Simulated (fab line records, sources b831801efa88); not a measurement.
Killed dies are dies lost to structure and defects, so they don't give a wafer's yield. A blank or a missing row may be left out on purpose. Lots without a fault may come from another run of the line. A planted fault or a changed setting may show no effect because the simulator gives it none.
A struck lot beside a sound one | flow sky130 | 19 steps out of a route of 708
Sound: wafers L384.1, L384.3, L384.5. Struck: wafers L394.2, L394.5, L394.6. The cause comes at the end.
At each step with rows: each side's tool, then ch and its chambers, then its first start. Under that, the readings that differ: sound wafers | struck wafers | difference of the means | sigmas: that difference in standard deviations of wafers without a fault.
alike: readings whose means differ by less than 2 such deviations, and words and numbers that are the same on both sides. not compared: withheld readings, readings that some wafer has no value for, bounds like >300 that may hide the same value, and numbers for which the record gives no deviation and whose values overlap.
The two part at a step that has a row with sigmas, a row that says differs or no value, or rows on one side only. Numbers that don't overlap but have no deviation are shown without sigmas and don't part them. A reading that every wafer of one side lacks parts them only if that side has two wafers or more.

first, 6 steps without rows for these wafers: SKY_VIA4_ETCH_12 (etches SiO2 in C4F8/O2/Ar, stops on TiN, target depth 580 nm); SKY_VIA4_STRIP_13 (strips in O2/N2); SKY_VIA4_STRIP_14 (strips in post etch residue remover, time 1200 s); SKY_VIA4_CLEAN_15 (cleans in IPA, time 180 s); SKY_VIA4_CLEAN_16 (cleans in O3/DIW); SKY_VIA4_SPUTTER_17 (material TiN, target thk 20 nm, time 80 s).
SKY_VIA4_CVD_18: deposits W, target thk 505 nm, time 152.14 s.
  sound on cvd_w-01 ch 0,1, day 45 23:09; struck on cvd_w-02 ch 0,1, day 49 04:57
  alike: heater_power_w
SKY_VIA4_RS_MEAS_19: measures by four-point-probe.
  sound on film_metro-02, day 45 23:18; struck on film_metro-03, day 49 05:07
  alike: VIA4_W_RS
SKY_VIA4_THK_MEAS_20: measures by xrf.
  sound on film_metro-02, day 45 23:25; struck on film_metro-03, day 49 05:14
  alike: VIA4_W_THK
then, 1 step without rows for these wafers: SKY_VIA4_CMP_21 (polishes, stops on SiO2, t overpolish 25 s, target thk 0 nm).
SKY_METAL5_SPUTTER_00: material Ti, target thk 15 nm, time 10 s.
  sound on pvd_sputter-04, day 45 23:47; struck on pvd_sputter-04, day 49 05:35
  alike: chamber_pressure_pa, throttle_valve_pct
SKY_METAL5_SPUTTER_01: material TiN, target thk 20 nm, time 16.7 s.
  sound on pvd_sputter-04, day 45 23:49; struck on pvd_sputter-04, day 49 05:36
  alike: chamber_pressure_pa, throttle_valve_pct
SKY_METAL5_SPUTTER_02: material AlCu, target thk 1150 nm, time 61.2 s.
  sound on pvd_sputter-04, day 45 23:50; struck on pvd_sputter-04, day 49 05:38
  reading                                     | sound          | struck         | difference | sigmas
  model.AlCu_of_METAL5_SPUTTER_02.thk_nm (nm) | 1141 1143 1141 | 1183 1196 1181 | +45        |
  alike: chamber_pressure_pa, throttle_valve_pct
SKY_METAL5_SPUTTER_03: material Ti, target thk 5 nm, time 3.3 s.
  sound on pvd_sputter-04, day 45 23:53; struck on pvd_sputter-04, day 49 05:41
  alike: chamber_pressure_pa, throttle_valve_pct
SKY_METAL5_SPUTTER_04: material TiN, target thk 70 nm, time 58.3 s.
  sound on pvd_sputter-04, day 45 23:54; struck on pvd_sputter-04, day 49 05:42
  alike: chamber_pressure_pa, throttle_valve_pct
SKY_METAL5_RS_MEAS_05: measures by four-point-probe.
  sound on film_metro-04, day 45 23:57; struck on film_metro-03, day 49 05:46
  reading                 | sound                   | struck                  | difference | sigmas
  METAL5_ALCU_RS (ohm/sq) | 0.02725 0.02721 0.02728 | 0.02629 0.02605 0.02635 | -0.00102   | -4
SKY_METAL5_THK_MEAS_06: measures by xrf.
  sound on film_metro-04, day 46 00:04; struck on film_metro-03, day 49 05:53
  alike: METAL5_ALCU_THK
then, 1 step without rows for these wafers: SKY_METAL5_DEHYDRATE_07 (time 60 s).
-- the record jumps here: 2 days lie between the struck wafers' starts before and after (it left off in module METAL5 and takes up again in module PAD_OPEN, whose first step shown is number 708 of the route) --
SKY_PAD_OPEN_PROBE_99:
  sound on prober-02, day 48 18:31; struck on prober-02, day 51 13:13
  reading                      | sound                   | struck                  | difference | sigmas
  model.etest.met5.rs_ohm_sq   | 0.02738 0.02761 0.0276  | 0.02669 0.02605 0.02637 | -0.00116   |
  model.etest.met5.line_ohm_um | 0.01717 0.01728 0.01718 | 0.01673 0.01629 0.01639 | -0.00074   |
  alike: defect_limited_yield, killed_at_M0_to_M3, killed_at_M4_up, killed_at_contacts, killed_at_front_end, killed_at_other, killed_dies, killed_open, killed_short, sort_bin_3_pad_short, sort_bin_5_function, sort_bin_6_memory, sort_n_pass, sort_yield_pct

WHERE THEY PART
Only at SKY_METAL5_RS_MEAS_05, within this record. Later steps at which nothing parts them and some readings are alike: SKY_METAL5_THK_MEAS_06, SKY_PAD_OPEN_PROBE_99.

WHY: what the simulator had put in
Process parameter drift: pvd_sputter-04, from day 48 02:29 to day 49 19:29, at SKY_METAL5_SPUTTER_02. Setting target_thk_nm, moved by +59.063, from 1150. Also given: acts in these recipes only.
